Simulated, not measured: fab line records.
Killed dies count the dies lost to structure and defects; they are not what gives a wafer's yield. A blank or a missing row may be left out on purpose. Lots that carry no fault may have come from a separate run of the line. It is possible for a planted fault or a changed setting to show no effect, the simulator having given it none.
Which tool was responsible? ; flow gf180mcu ; 24 lots, 72 wafers sampled, at 5 steps of a route of 602

## WHAT EACH GAUGE READ, for each wafer
GF_M5_OVL_MEAS_08. Usual: M5_OVL gives -1 nm (standard deviation 5.8).
lot;measured;on;M5_OVL (nm);flag
L074;day 26 05:36;overlay-02;-2 -7 -3;
L075;day 26 13:59;overlay-01;3 4 1;
L076;day 26 23:42;overlay-02;7 4 6;
L077;day 27 01:53;overlay-01;-4 1 -11;
L078;day 27 18:20;overlay-02;-8 1 6;
L079;day 27 22:39;overlay-01;-5 0 -8;
L080;day 28 06:51;overlay-01;-4 -9 -3;
L081;day 28 10:11;overlay-02;7 7 4;
L082;day 28 19:56;overlay-02;-2 7 4;
L083;day 29 03:44;overlay-02;-6 -6 -1;
L084;day 29 12:20;overlay-02;-9 0 -1;
L085;day 29 19:59;overlay-02;7 2 7;
L086;day 30 03:34;overlay-02;0 -1 -7;
L087;day 30 09:37;overlay-02;-3 4 4;
L088;day 30 15:07;overlay-02;-4 -5 0;
L089;day 30 23:47;overlay-02;-13 -17 -15;
L090;day 31 05:23;overlay-01;-8 -7 -10;
L091;day 31 08:08;overlay-02;7 3 5;
L092;day 31 15:24;overlay-02;-3 -4 -4;
L093;day 31 18:45;overlay-01;1 4 6;
L094;day 32 02:04;overlay-01;0 0 1;
L095;day 32 06:08;overlay-01;1 0 -9;
L096;day 32 13:47;overlay-01;3 1 -7;
L097;day 32 17:49;overlay-01;-6 3 6;

GF_V5_CD_MEAS_14: target cd 260 nm. Usual: 259.9 nm for cd-nm, sd 1.6.
lot;measured;on;cd-nm (nm);flag
L074;day 27 03:01;cd-sem-01;259.0 259.1 259.4;
L075;day 27 11:35;cd-sem-01;259.2 261.4 259.3;
L076;day 27 21:37;cd-sem-01;260.2 260.7 260.3;
L077;day 27 22:46;cd-sem-01;261.3 261.3 260.4;
L078;day 28 14:50;cd-sem-01;258.6 259.1 258.7;
L079;day 28 19:31;cd-sem-01;256.9 257.9 257.9;
L080;day 29 02:56;cd-sem-01;260.7 259.8 260.0;
L081;day 29 06:25;cd-sem-01;258.6 259.2 261.1;
L082;day 29 16:24;cd-sem-01;261.9 261.5 261.2;
L083;day 29 23:36;cd-sem-01;258.3 260.8 259.6;
L084;day 30 08:20;cd-sem-01;257.1 256.0 257.8;
L085;day 30 16:11;cd-sem-02;260.4 259.4 260.7;
L086;day 30 22:55;cd-sem-02;260.4 261.0 260.8;
L087;day 31 04:34;cd-sem-01;261.7 262.1 261.7;
L088;day 31 09:23;cd-sem-01;260.9 260.2 259.9;
L089;day 31 18:07;cd-sem-02;258.7 258.5 259.1;
L090;day 32 00:05;cd-sem-01;264.3 263.7 263.6;
L091;day 32 03:23;cd-sem-02;260.1 260.0 260.0;
L092;day 32 09:40;cd-sem-01;260.6 260.5 260.6;
L093;day 32 12:47;cd-sem-02;260.4 261.8 260.4;
L094;day 32 20:26;cd-sem-02;259.1 258.9 259.3;
L095;day 32 23:14;cd-sem-01;262.2 261.9 260.7;
L096;day 33 06:23;cd-sem-01;257.3 258.0 257.5;
L097;day 33 11:01;cd-sem-01;259.8 261.5 261.7;

GF_TOP_METAL_THK_MEAS_06: measures by xrf. Usual: TOP_METAL_ALCU_THK gives 906 nm (standard deviation 10).
lot;measured;on;TOP_METAL_ALCU_THK (nm);flag
L074;day 27 05:16;film-metro-01;913 923 918;
L075;day 27 13:28;film-metro-03;911 900 915;
L076;day 28 00:04;film-metro-03;923 913 915;
L077;day 28 00:56;film-metro-04;915 904 910;
L078;day 28 16:43;film-metro-04;919 917 909;
L079;day 28 21:23;film-metro-04;909 905 911;
L080;day 29 04:49;film-metro-03;913 909 916;
L081;day 29 08:23;film-metro-04;898 882 899;
L082;day 29 18:37;film-metro-04;904 904 901;
L083;day 30 01:34;film-metro-04;901 905 905;
L084;day 30 10:12;film-metro-04;898 909 898;
L085;day 30 18:03;film-metro-04;902 916 918;
L086;day 31 00:48;film-metro-03;894 885 898;
L087;day 31 06:31;film-metro-01;897 889 898;
L088;day 31 11:40;film-metro-04;919 923 911;
L089;day 31 19:59;film-metro-03;914 906 911;
L090;day 32 01:57;film-metro-01;913 901 930;
L091;day 32 05:16;film-metro-04;911 896 895;
L092;day 32 11:32;film-metro-04;914 911 907;
L093;day 32 14:40;film-metro-01;887 892 888;
L094;day 32 22:32;film-metro-04;899 902 897;
L095;day 33 01:07;film-metro-04;903 891 893;
L096;day 33 08:19;film-metro-04;887 894 893;
L097;day 33 12:56;film-metro-03;923 918 906;

GF_TOP_METAL_CD_MEAS_14: target cd 440 nm. Usual: 439.3 nm for cd-nm, sd 2.4.
lot;measured;on;cd-nm (nm);flag
L074;day 28 01:02;cd-sem-02;440.9 442.8 439.8;
L075;day 28 08:32;cd-sem-01;438.2 438.2 440.5;
L076;day 28 19:07;cd-sem-01;439.8 439.3 439.9;
L077;day 28 20:08;cd-sem-02;436.8 436.4 437.1;
L078;day 29 11:42;cd-sem-02;438.2 440.1 441.3;
L079;day 29 16:14;cd-sem-02;436.5 438.7 439.0;
L080;day 29 23:41;cd-sem-02;438.6 440.8 440.3;
L081;day 30 02:35;cd-sem-01;438.6 439.6 436.9;
L082;day 30 12:51;cd-sem-01;442.9 444.2 442.3;
L083;day 30 20:25;cd-sem-02;438.3 441.2 442.9;
L084;day 31 03:55;cd-sem-01;436.6 436.7 437.4;
L085;day 31 11:36;cd-sem-01;444.8 443.3 441.7;
L086;day 31 17:32;cd-sem-01;440.3 441.2 438.5;
L087;day 31 23:56;cd-sem-02;439.4 439.5 437.8;
L088;day 32 04:37;cd-sem-01;438.1 439.9 437.8;
L089;day 32 11:39;cd-sem-01;444.9 443.6 442.4;
L090;day 32 18:14;cd-sem-01;437.2 437.3 434.9;
L091;day 32 21:56;cd-sem-02;439.5 438.1 439.1;
L092;day 33 03:18;cd-sem-02;437.8 440.7 438.1;
L093;day 33 06:08;cd-sem-02;438.1 441.8 442.2;
L094;day 33 14:03;cd-sem-01;435.7 436.4 434.5;
L095;day 33 16:39;cd-sem-01;437.3 437.0 437.9;
L096;day 33 23:25;cd-sem-01;437.3 436.6 437.9;
L097;day 34 04:26;cd-sem-02;439.1 440.5 440.0;

## EACH LOT AND THE TOOL THAT RAN IT (in order: tool; ch and the chambers of the sampled wafers; start)
lot;GF_MIM_SPUTTER_02
L074;pvd-sputter-03, day 24 10:38
L075;pvd-sputter-02, day 24 18:28
L076;pvd-sputter-01, day 25 05:39
L077;pvd-sputter-02, day 25 08:08
L078;pvd-sputter-03, day 26 00:20
L079;pvd-sputter-02, day 26 05:46
L080;pvd-sputter-02, day 26 14:29
L081;pvd-sputter-01, day 26 18:23
L082;pvd-sputter-01, day 27 04:08
L083;pvd-sputter-03, day 27 12:55
L084;pvd-sputter-02, day 27 21:10
L085;pvd-sputter-03, day 28 05:23
L086;pvd-sputter-02, day 28 13:38
L087;pvd-sputter-03, day 28 19:07
L088;pvd-sputter-01, day 29 00:22
L089;pvd-sputter-02, day 29 09:52
L090;pvd-sputter-02, day 29 15:59
L091;pvd-sputter-02, day 29 18:54
L092;pvd-sputter-01, day 30 01:53
L093;pvd-sputter-02, day 30 06:56
L094;pvd-sputter-01, day 30 15:02
L095;pvd-sputter-02, day 30 19:25
L096;pvd-sputter-03, day 31 02:53
L097;pvd-sputter-03, day 31 07:11
- GF_MIM_SPUTTER_02: material AlCu, target thk 450 nm, time 23.9 s.

## WHAT THE TOOLS THEMSELVES READ (means of the sampled wafers that have a number; where no wafer has one, the mark that the record gives instead)
GF_MIM_SPUTTER_02. Usual: 29.9 % for throttle-valve-pct, sd 1.
lot;tool;throttle-valve-pct (%);flag
L074;pvd-sputter-03;30.4;
L075;pvd-sputter-02;29.9;
L076;pvd-sputter-01;28.9;
L077;pvd-sputter-02;30.4;
L078;pvd-sputter-03;30.1;
L079;pvd-sputter-02;30.1;
L080;pvd-sputter-02;30.6;
L081;pvd-sputter-01;29.6;
L082;pvd-sputter-01;29.7;
L083;pvd-sputter-03;30.3;
L084;pvd-sputter-02;30.2;
L085;pvd-sputter-03;29.6;
L086;pvd-sputter-02;30.0;
L087;pvd-sputter-03;29.8;
L088;pvd-sputter-01;28.4;
L089;pvd-sputter-02;30.1;
L090;pvd-sputter-02;30.2;
L091;pvd-sputter-02;29.9;
L092;pvd-sputter-01;29.1;
L093;pvd-sputter-02;30.4;
L094;pvd-sputter-01;28.8;
L095;pvd-sputter-02;30.2;
L096;pvd-sputter-03;30.1;
L097;pvd-sputter-03;29.9;

## THE ANSWER, worked out from the rows above alone
Rule: a lot is off if the mean of its wafers that have a number lies more than 3 standard deviations from the usual mean. A lot without any number at a reading at which 4 lots or more have one is off too. Any other lot the step has rows for is counted as sound. The gauges are gone through in route order, then the tools' own readings, and for those a lot's mean is taken as printed above. At the first step where some lot is off, the reading lying furthest off is the one used; lots without a number count as furthest.
Nothing can be told from this: no lot is off at any reading shown.

## WHAT THE SIMULATOR HAD PUT IN
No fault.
